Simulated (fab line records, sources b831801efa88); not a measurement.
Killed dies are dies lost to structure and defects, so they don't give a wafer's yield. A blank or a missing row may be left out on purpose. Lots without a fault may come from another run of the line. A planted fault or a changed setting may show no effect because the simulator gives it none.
Problem report in the 8D (eight disciplines) form, filled by code | flow gf180mcu | the parts of the form that need people (team, actions taken, sign-off) are left out

1. THE PROBLEM
V2_W_RS at GF_V2_RS_MEAS_24 reads a mean of 0.310 ohm/sq on 3 wafers of 2 lots; wafers without a fault read 0.330 ohm/sq with a standard deviation of 0.0035. That is -5.8 standard deviations from the usual mean.
The step: measures by four-point-probe.
First seen on wafer L277.2, day 23 07:26, on film_metro-01. The record holds 33 wafers of 11 lots with a number at this step. Rule for "out", or "out of limits": more than 4 standard deviations from the usual mean. The other wafers with a number count as sound.

2. WHAT IT IS AND WHAT IT IS NOT
question                    | is                     | is not
which readings at this step | V2_W_RS                | -
which lots                  | L277, L278             | L272, L273, L275, L283, L285, L287, L291, L293, L294
which wafers of those lots  | L277.2, L277.4, L278.2 | L277.1, L278.1, L278.5
read on which gauges        | film_metro-01          | film_metro-02, film_metro-04
when                        | from day 23 07:26      | up to then (10 sound wafers); but 20 sound wafers of L278, L283, L285, L287, L291, L293, L294 came after

3. SUSPECTS, AND WHAT RULES EACH OUT
Counting: a tool at a process step up to the reading stays a suspect if it ran every lot that is out. Sound lots after the first of them don't rule it out here, since some wafers of a struck lot are sound.
- the gauge at GF_V2_RS_MEAS_24: kept. All the wafers that are out were read on film_metro-01, and no step on other tools shows them out.
- plasma_asher-01 at GF_M2_STRIP_17 (strips in O2/N2): kept. It ran every lot that is out, first L277 (day 22 06:09); its last sound lot up to then is L273 (day 20 12:10).
- cvd_w-02 at GF_V2_CVD_23 (deposits W, target thk 350 nm, time 104.94 s): kept. It ran every lot that is out, first L277 (day 23 07:20); its last sound lot up to then is L275 (day 22 05:50).
- Within cvd_w-02 at GF_V2_CVD_23: the wafers that are out ran in chamber 0; their sound lot-mates ran in chamber 1.
Left after counting: plasma_asher-01 at GF_M2_STRIP_17, cvd_w-02 at GF_V2_CVD_23, film_metro-01 at GF_V2_RS_MEAS_24.

4. THE CAUSE (what the simulator had put in)
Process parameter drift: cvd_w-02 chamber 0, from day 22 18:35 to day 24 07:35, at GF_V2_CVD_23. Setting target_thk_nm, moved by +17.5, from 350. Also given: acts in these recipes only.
Counting left 3 suspects, and this tool is among them.

5. THE CHAIN OF EFFECTS, in route order
Each row: a reading whose mean over the struck wafers that have a number lies more than 3 standard deviations from the usual. Only readings for which the record gives a usual standard deviation are gone through. hours: the time from each lot's start at the first step in this table that gives one to its start at this step, as a median over the lots. sigmas: the change in usual standard deviations.
hours | step              | reading  | usual        | on struck wafers | change | sigmas
0     | GF_V2_RS_MEAS_24  | V2_W_RS  | 0.330 ohm/sq | 0.310            | -0.020 | -5.8
0     | GF_V2_THK_MEAS_25 | V2_W_THK | 341 nm       | 364              | +23    | +4.9

6. WHAT WOULD HAVE CAUGHT IT SOONER
In this record the first reading out of limits at a measuring or inspecting step was taken at day 23 07:26, 13 hours after the fault began at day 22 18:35.
Of the tool readings at GF_V2_CVD_23 for which the record gives a usual standard deviation, none was out on any struck wafer, so an alarm limit of 4 standard deviations on them would not have fired.
Of the lots that are out (2), L278 began GF_V2_CVD_23 on cvd_w-02 after day 23 07:26. A hold on the tool at that time would have spared it.
